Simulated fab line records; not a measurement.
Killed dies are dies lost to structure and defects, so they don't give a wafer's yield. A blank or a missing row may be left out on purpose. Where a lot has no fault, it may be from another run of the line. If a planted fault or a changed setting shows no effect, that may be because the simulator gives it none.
fab line records ; flow gf180mcu
record: lots: 12; wafers: 36; last-day: 34
route steps=602 shown LVPWELL@63 VT_IMPLANT@135 HV_LDD@186 PSD@258
lots with no fault: from the same line, run without faults
start-h: hours from the record's opening day to when the first of the lot's shown wafers began ; wait-h: hours from the lot's prior step to this one ; " identical to the entry in the row above ; L1.1+2: a row that stands for several wafers ; - value missing, or start not given ; * or withheld: withheld ; < > ~ a bound
route shown NAME@n: NAME is a module with steps in the file, n the number in the route of the first one ; usual: the fault-free wafers' mean and standard deviation ; same: alike in all rows ; chamber/n: place in a boat ; sites: readings site by site ; _std_site: standard deviation across them ; _edge_site: inner sites' mean taken away from outer sites' mean ; radius-mm: how far each site lies from the wafer's centre ; mask NAME#n: copy n ; behind: the tool/chamber that last shaped the wafer ; hold: why the lot was held/for how many hours/how that ended ; device: whichever transistor did not switch (one of n, p or np) ; end of line: tests run on the same wafers once the route is complete ; where a step has no rows: the recipe by itself ; killed: not the wafer's yield, but the dies lost to structure and defects at the first sort ; map: the dies of a wafer, with x for killed, . for not killed, _ for no die there
set.NAME: the run value of the setting; set.NAME@STEP: its run value at that earlier step ; model.NAME: the simulator's own value behind a step, which no gauge read
steps of the route over a sample of lots; a table a step, a row a wafer
services: from which hour (start-h, from the record's first day; less than 0 if before it) a tool's chamber was out of use, for how many hours, and why
== steps ==
step: GF_LVPWELL_IMPLANT_09
recipe: species: B; energy-kev: 60; dose-cm2: 5e+12; tilt-deg: 0
lot.wafer;tool;chamber;start-h;wait-h
L780.1+2+3;implanter-03;0;77.86;0.1
L781.2+5+6;implanter-04;0;84.26;0.1
L782.1+4+5;implanter-04;0;90.56;0.1
L784.1+3+4;implanter-04;0;97.32;0.1
L785.2+3+4;implanter-02;0;105.56;0.1
L787.1+3+4;implanter-03;0;114.17;0.1
L788.1+4+5;implanter-02;0;119.57;0.1
L789.1+3+4;implanter-02;0;127.73;0.1
L791.1+3+5;implanter-03;0;138.88;0.1
L791.1+3+5;implanter-03;0;139.20;0.3
L792.1+3+4;implanter-02;0;143.72;0.1
L798.2+5+6;implanter-03;0;177.44;0.1
L798.2+5+6;implanter-03;0;177.75;0.3
L802.1+2+3;implanter-03;0;198.28;0.1
step: GF_LVPWELL_TW_MEAS_11
usual: LVPWELL_TW: 555/5.4
lot.wafer;tool;chamber;start-h;wait-h;LVPWELL_TW
L780.1;film-metro-01;-;78.11;0.1;551
L780.2;film-metro-01;-;78.11;0.1;554
L780.3;film-metro-01;-;78.11;0.1;554
L781.2;film-metro-04;-;84.49;0.1;547
L781.5;film-metro-04;-;84.49;0.1;549
L781.6;film-metro-04;-;84.49;0.1;548
L782.1;film-metro-02;-;90.81;0.1;562
L782.4;film-metro-02;-;90.81;0.1;562
L782.5;film-metro-02;-;90.81;0.1;562
L784.1;film-metro-01;-;97.57;0.1;552
L784.3;film-metro-01;-;97.57;0.1;553
L784.4;film-metro-01;-;97.57;0.1;552
L785.2;film-metro-02;-;105.79;0.1;562
L785.3;film-metro-02;-;105.79;0.1;563
L785.4;film-metro-02;-;105.79;0.1;561
L787.1;film-metro-02;-;114.42;0.1;559
L787.3;film-metro-02;-;114.42;0.1;560
L787.4;film-metro-02;-;114.42;0.1;560
L788.1;film-metro-01;-;119.82;0.1;554
L788.4;film-metro-01;-;119.82;0.1;556
L788.5;film-metro-01;-;119.82;0.1;554
L789.1;film-metro-01;-;127.98;0.1;553
L789.3;film-metro-01;-;127.98;0.1;554
L789.4;film-metro-01;-;127.98;0.1;556
L791.1;film-metro-02;-;139.45;0.1;593
L791.3;film-metro-02;-;139.45;0.1;592
L791.5;film-metro-02;-;139.45;0.1;591
L792.1;film-metro-02;-;143.97;0.1;559
L792.3;film-metro-02;-;143.97;0.1;562
L792.4;film-metro-02;-;143.97;0.1;567
L798.2;film-metro-01;-;177.99;0.1;586
L798.5;film-metro-01;-;177.99;0.1;585
L798.6;film-metro-01;-;177.99;0.1;587
L802.1;film-metro-04;-;198.53;0.1;550
L802.2;film-metro-04;-;198.53;0.1;549
L802.3;film-metro-04;-;198.53;0.1;551
step: GF_VT_IMPLANT_RTA_45
recipe: temp-c: 1050; time-s: 30; ambient: N2
usual: lamp-power-pct: 35.3/1.8; wafer_temp_C_max: 1053.5/0.82
lot.wafer;tool;chamber;start-h;wait-h;lamp-power-pct;wafer_temp_C_max
L780.1;rtp-anneal-02;0;169.97;0.0;36.9;1052.8
L780.2;rtp-anneal-02;0;169.97;0.0;36.8;1051.9
L780.3;rtp-anneal-02;0;169.97;0.0;36.9;1052.6
L781.2;rtp-anneal-02;0;178.90;0.0;36.8;1053.0
L781.5;rtp-anneal-02;0;178.90;0.0;36.9;1053.2
L781.6;rtp-anneal-02;0;178.90;0.0;36.8;1053.8
L782.1;rtp-anneal-02;0;184.99;0.0;36.9;1053.0
L782.4;rtp-anneal-02;0;184.99;0.0;36.9;1053.1
L782.5;rtp-anneal-02;0;184.99;0.0;36.9;1053.5
L784.1;rtp-anneal-01;0;192.44;0.0;33.2;1054.6
L784.3;rtp-anneal-01;0;192.44;0.0;33.1;1052.9
L784.4;rtp-anneal-01;0;192.44;0.0;33.2;1054.4
L785.2;rtp-anneal-02;0;205.94;0.0;36.9;1052.3
L785.3;rtp-anneal-02;0;205.94;0.0;36.9;1053.0
L785.4;rtp-anneal-02;0;205.94;0.0;36.9;1054.3
L787.1;rtp-anneal-02;0;214.63;0.0;36.9;1052.3
L787.3;rtp-anneal-02;0;214.63;0.0;36.9;1053.6
L787.4;rtp-anneal-02;0;214.63;0.0;36.9;1053.7
L788.1;rtp-anneal-01;0;219.35;0.0;33.2;1053.0
L788.4;rtp-anneal-01;0;219.35;0.0;33.1;1054.8
L788.5;rtp-anneal-01;0;219.35;0.0;33.1;1053.9
L789.1;rtp-anneal-02;0;230.54;0.0;36.9;1053.2
L789.3;rtp-anneal-02;0;230.54;0.0;36.9;1053.2
L789.4;rtp-anneal-02;0;230.54;0.0;36.9;1053.6
L791.1;rtp-anneal-01;0;243.83;0.0;33.2;1053.8
L791.3;rtp-anneal-01;0;243.83;0.0;33.2;1053.7
L791.5;rtp-anneal-01;0;243.83;0.0;33.1;1054.2
L792.1;rtp-anneal-02;0;248.23;0.0;36.9;1052.1
L792.3;rtp-anneal-02;0;248.23;0.0;36.8;1053.6
L792.4;rtp-anneal-02;0;248.23;0.0;36.8;1053.2
L798.2;rtp-anneal-01;0;287.64;0.0;33.2;1053.9
L798.5;rtp-anneal-01;0;287.64;0.0;33.2;1053.1
L798.6;rtp-anneal-01;0;287.64;0.0;33.2;1054.2
L802.1;rtp-anneal-01;0;312.45;0.0;33.2;1054.3
L802.2;rtp-anneal-01;0;312.45;0.0;33.1;1054.1
L802.3;rtp-anneal-01;0;312.45;0.0;33.2;1053.1
step: GF_VT_IMPLANT_RS_MEAS_48
recipe: thk-meas-gauge: four-point-probe
usual: LVPWELL_RS: 1197.5/3
lot.wafer;tool;chamber;start-h;wait-h;LVPWELL_RS[ohm/sq]
L780.1;film-metro-02;-;170.31;0.1;1187.2
L780.2;film-metro-02;-;170.31;0.1;1190.7
L780.3;film-metro-02;-;170.31;0.1;1191.0
L781.2;film-metro-01;-;179.24;0.1;1199.8
L781.5;film-metro-01;-;179.24;0.1;1196.6
L781.6;film-metro-01;-;179.24;0.1;1197.3
L782.1;film-metro-04;-;185.33;0.1;1197.3
L782.4;film-metro-04;-;185.33;0.1;1197.9
L782.5;film-metro-04;-;185.33;0.1;1196.7
L784.1;film-metro-02;-;192.78;0.1;1201.2
L784.3;film-metro-02;-;192.78;0.1;1199.4
L784.4;film-metro-02;-;192.78;0.1;1203.0
L785.2;film-metro-02;-;206.28;0.1;1194.7
L785.3;film-metro-02;-;206.28;0.1;1195.6
L785.4;film-metro-02;-;206.28;0.1;1194.7
L787.1;film-metro-02;-;214.97;0.1;1197.3
L787.3;film-metro-02;-;214.97;0.1;1199.0
L787.4;film-metro-02;-;214.97;0.1;1198.6
L788.1;film-metro-02;-;219.69;0.1;1196.4
L788.4;film-metro-02;-;219.69;0.1;1198.4
L788.5;film-metro-02;-;219.69;0.1;1197.4
L789.1;film-metro-01;-;230.88;0.1;1197.0
L789.3;film-metro-01;-;230.88;0.1;1196.8
L789.4;film-metro-01;-;230.88;0.1;1199.7
L791.1;film-metro-02;-;244.17;0.1;1032.1
L791.3;film-metro-02;-;244.17;0.1;1029.9
L791.5;film-metro-02;-;244.17;0.1;1030.2
L792.1;film-metro-04;-;248.57;0.1;1194.4
L792.3;film-metro-04;-;248.57;0.1;1197.1
L792.4;film-metro-04;-;248.57;0.1;1197.7
L798.2;film-metro-02;-;287.98;0.1;1034.8
L798.5;film-metro-02;-;287.98;0.1;1032.8
L798.6;film-metro-02;-;287.98;0.1;1033.8
L802.1;film-metro-01;-;312.79;0.1;1191.4
L802.2;film-metro-01;-;312.79;0.1;1194.6
L802.3;film-metro-01;-;312.79;0.1;1195.0
step: GF_HV_LDD_STRIP_10
recipe: chemistry: O2/N2; power-w: 1400; pressure-mtorr: 1500; platen-temp-c: 250; o2-flow-sccm: 3000; n2-flow-sccm: 300; overash-fraction: 0.5
usual: drypump-motor-current-A: 5.7/0.36; heater-power-w: 321/27; oes-product-au: 0.716/0.0044; strip-time-to-endpoint-s: 12.63/0.03
lot.wafer;tool;chamber;start-h;wait-h;drypump-motor-current-A;heater-power-w;oes-product-au;rf-hours-counter-h;strip-time-to-endpoint-s
L780.1;plasma-asher-03;0;231.03;0.1;6.2;359;0.726;12;12.64
L780.2;plasma-asher-03;1;231.03;0.1;5.2;332;0.725;12;12.62
L780.3;plasma-asher-03;1;231.03;0.1;5.2;334;0.718;-;12.65
L781.2;plasma-asher-01;1;238.83;0.1;5.4;312;0.720;45;12.62
L781.5;plasma-asher-01;1;238.83;0.1;5.4;306;0.719;-;12.64
L781.6;plasma-asher-01;0;238.83;0.1;5.8;273;0.714;-;12.58
L782.1;plasma-asher-04;1;250.00;0.1;5.9;333;0.718;58;12.64
L782.4;plasma-asher-04;0;250.00;0.1;5.8;326;0.712;-;12.69
L782.5;plasma-asher-04;1;250.00;0.1;5.9;329;0.718;-;12.68
L784.1;plasma-asher-03;1;256.78;0.1;5.2;330;0.717;14;12.61
L784.3;plasma-asher-03;0;256.78;0.1;6.2;352;0.717;-;12.61
L784.4;plasma-asher-03;1;256.78;0.1;5.2;327;0.722;-;12.61
L785.2;plasma-asher-03;1;275.15;0.1;5.2;334;0.712;16;12.58
L785.3;plasma-asher-03;0;275.15;0.1;6.2;352;0.714;-;12.60
L785.4;plasma-asher-03;1;275.15;0.1;5.2;327;0.720;-;12.60
L787.1;plasma-asher-01;1;281.80;0.1;5.4;293;0.715;49;12.58
L787.3;plasma-asher-01;0;281.80;0.1;5.8;267;0.713;-;12.62
L787.4;plasma-asher-01;1;281.80;0.1;5.4;306;0.720;-;12.59
L788.1;plasma-asher-04;0;283.70;0.1;5.8;326;0.715;62;12.65
L788.4;plasma-asher-04;1;283.70;0.1;5.9;324;0.715;-;12.67
L788.5;plasma-asher-04;0;283.70;0.1;5.8;330;0.719;-;12.63
L789.1;plasma-asher-04;1;303.35;0.1;5.9;347;0.707;64;12.64
L789.3;plasma-asher-04;0;303.35;0.1;5.8;331;0.718;-;12.65
L789.4;plasma-asher-04;1;303.35;0.1;5.9;332;0.719;-;12.62
L791.1;plasma-asher-04;0;311.40;0.1;5.9;319;0.712;65;12.56
L791.3;plasma-asher-04;1;311.40;0.1;5.9;334;0.716;-;12.59
L791.5;plasma-asher-04;0;311.40;0.1;5.8;325;0.722;-;12.61
L792.1;plasma-asher-04;0;320.45;0.1;5.8;331;0.717;66;12.68
L792.3;plasma-asher-04;1;320.45;0.1;5.9;339;0.713;-;12.64
L792.4;plasma-asher-04;0;320.45;0.1;5.8;325;0.707;-;12.68
L798.2;plasma-asher-01;0;359.75;0.1;5.9;271;0.711;57;12.66
L798.5;plasma-asher-01;0;359.75;0.1;5.9;274;0.712;-;12.65
L798.6;plasma-asher-01;1;359.75;0.1;5.4;302;0.719;-;12.63
L802.1;plasma-asher-03;0;385.95;0.1;6.2;362;0.717;27;12.64
L802.2;plasma-asher-03;1;385.95;0.1;5.2;330;0.717;27;12.61
L802.3;plasma-asher-03;0;385.95;0.1;6.2;345;0.714;-;12.63
step: GF_PSD_STRIP_10
recipe: chemistry: O2/N2; power-w: 1400; pressure-mtorr: 1500; platen-temp-c: 250; o2-flow-sccm: 3000; n2-flow-sccm: 300; overash-fraction: 0.5
usual: drypump-motor-current-A: 5.8/0.46; heater-power-w: 320/29; oes-product-au: 0.594/0.0046; strip-time-to-endpoint-s: 16.45/0.035
lot.wafer;tool;chamber;start-h;wait-h;drypump-motor-current-A;heater-power-w;oes-product-au;rf-hours-counter-h;strip-time-to-endpoint-s
L780.1;plasma-asher-01;1;333.38;0.1;5.4;305;0.590;55;16.46
L780.2;plasma-asher-01;0;333.38;0.1;5.9;273;0.589;55;16.44
L780.3;plasma-asher-01;0;333.38;0.1;5.9;265;0.600;-;16.46
L781.2;plasma-asher-02;0;343.19;0.1;6.5;315;0.590;69;16.44
L781.5;plasma-asher-02;1;343.19;0.1;5.7;360;0.593;-;16.44
L781.6;plasma-asher-02;0;343.19;0.1;6.5;314;0.596;-;16.43
L782.1;plasma-asher-02;0;355.34;0.1;6.5;310;0.594;71;16.46
L782.4;plasma-asher-02;0;355.34;0.1;6.5;315;0.596;-;16.48
L782.5;plasma-asher-02;1;355.34;0.1;5.7;350;0.594;-;16.43
L784.1;plasma-asher-03;0;363.89;0.1;6.3;350;0.605;25;16.50
L784.3;plasma-asher-03;1;363.89;0.1;5.2;337;0.593;-;16.52
L784.4;plasma-asher-03;0;363.89;0.1;6.2;356;0.593;-;16.49
L785.2;plasma-asher-03;0;386.63;0.1;6.2;347;0.599;27;16.43
L785.3;plasma-asher-03;0;386.63;0.1;6.2;345;0.601;-;16.45
L785.4;plasma-asher-03;1;386.63;0.1;5.2;329;0.593;-;16.45
L787.1;plasma-asher-01;0;393.09;0.1;5.9;276;0.597;60;16.45
L787.3;plasma-asher-01;1;393.09;0.1;5.4;299;0.599;-;16.43
L787.4;plasma-asher-01;0;393.09;0.1;5.9;270;0.597;-;16.41
L788.1;plasma-asher-02;0;397.50;0.1;6.5;312;0.592;75;16.45
L788.4;plasma-asher-02;0;397.50;0.1;6.5;311;0.591;-;16.42
L788.5;plasma-asher-02;0;397.50;0.1;6.5;309;0.591;-;16.49
L789.1;plasma-asher-03;1;419.74;0.1;5.2;336;0.596;30;16.43
L789.3;plasma-asher-03;1;419.74;0.1;5.2;337;0.595;-;16.41
L789.4;plasma-asher-03;0;419.74;0.1;6.2;360;0.595;-;16.42
L791.1;plasma-asher-01;0;429.69;0.1;5.8;275;0.590;65;16.42
L791.3;plasma-asher-01;1;429.69;0.1;5.4;304;0.592;-;16.38
L791.5;plasma-asher-01;0;429.69;0.1;5.8;277;0.592;-;16.41
L792.1;plasma-asher-03;0;439.69;0.1;6.2;343;0.586;32;16.47
L792.3;plasma-asher-03;1;439.69;0.1;5.2;325;0.590;-;16.45
L792.4;plasma-asher-03;0;439.69;0.1;6.3;347;0.601;-;16.44
L798.2;plasma-asher-01;1;485.74;0.1;5.4;304;0.588;71;16.43
L798.5;plasma-asher-01;0;485.74;0.1;5.8;273;0.597;-;16.45
L798.6;plasma-asher-01;1;485.74;0.1;5.4;298;0.591;-;16.43
L802.1;plasma-asher-01;0;510.49;0.1;5.8;262;0.596;73;16.55
L802.2;plasma-asher-01;1;510.49;0.1;5.4;301;0.584;73;16.53
L802.3;plasma-asher-01;0;510.49;0.1;5.8;270;0.590;-;16.50
== services ==
tool;chamber;start-h;hours;kind
implanter-03;-;72.44;3.2;pm
rtp-anneal-01;-;72.82;5.6;pm
implanter-03;-;94.42;4.1;pm
implanter-03;-;107.97;4.7;repair
plasma-asher-03;-;108.75;9.0;pm
plasma-asher-03;-;172.32;1.6;repair
plasma-asher-03;-;190.13;2.8;pm
plasma-asher-01;-;204.14;14.6;pm
implanter-02;-;226.09;4.4;pm
rtp-anneal-02;-;239.86;5.8;pm
implanter-02;-;240.01;12.7;pm
implanter-03;-;253.14;1.8;repair
plasma-asher-03;-;255.19;1.0;repair
implanter-03;-;266.14;2.5;repair
implanter-02;-;278.43;106.0;repair
plasma-asher-03;-;320.15;2.0;repair
plasma-asher-01;-;352.72;2.8;pm
plasma-asher-04;-;366.69;0.9;repair
implanter-02;-;407.42;4.1;repair
implanter-02;-;414.75;6.4;repair
implanter-03;-;445.44;15.4;pm
implanter-03;-;464.20;8.4;repair
plasma-asher-04;-;464.47;2.4;repair
implanter-03;-;483.12;2.1;repair
== key ==
first-sign: step: GF_LVPWELL_IMPLANT_09; reading: visit; direction: added
effect: step: GF_LVPWELL_TW_MEAS_11; reading: LVPWELL_TW; direction: up; sigmas: 6.3; usual: 555; struck: 589
effect: step: GF_VT_IMPLANT_RS_MEAS_48; reading: LVPWELL_RS; direction: down; sigmas: 56; usual: 1197.5; struck: 1032.3
met-at GF_LVPWELL_IMPLANT_09
struck-lots L791,L798
tester-left-out L791,L798
not-acting-at GF_VT_IMPLANT_RTA_45,GF_HV_LDD_STRIP_10,GF_PSD_STRIP_10
fault: kind: repeated-step-whole; tool: implanter-02,implanter-03,implanter-04; chamber: -; onset-h: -; steps: GF_LVPWELL_IMPLANT_09; times: 1; scope: struck-lots-only
tester-left-out: of these lots the tester's yield and bins aren't shown, on N5 and GAA mostly nor the transistor test; their killed dies are dies lost to structure and defects alone, not to doping, threshold or leakage, so they don't give the yield
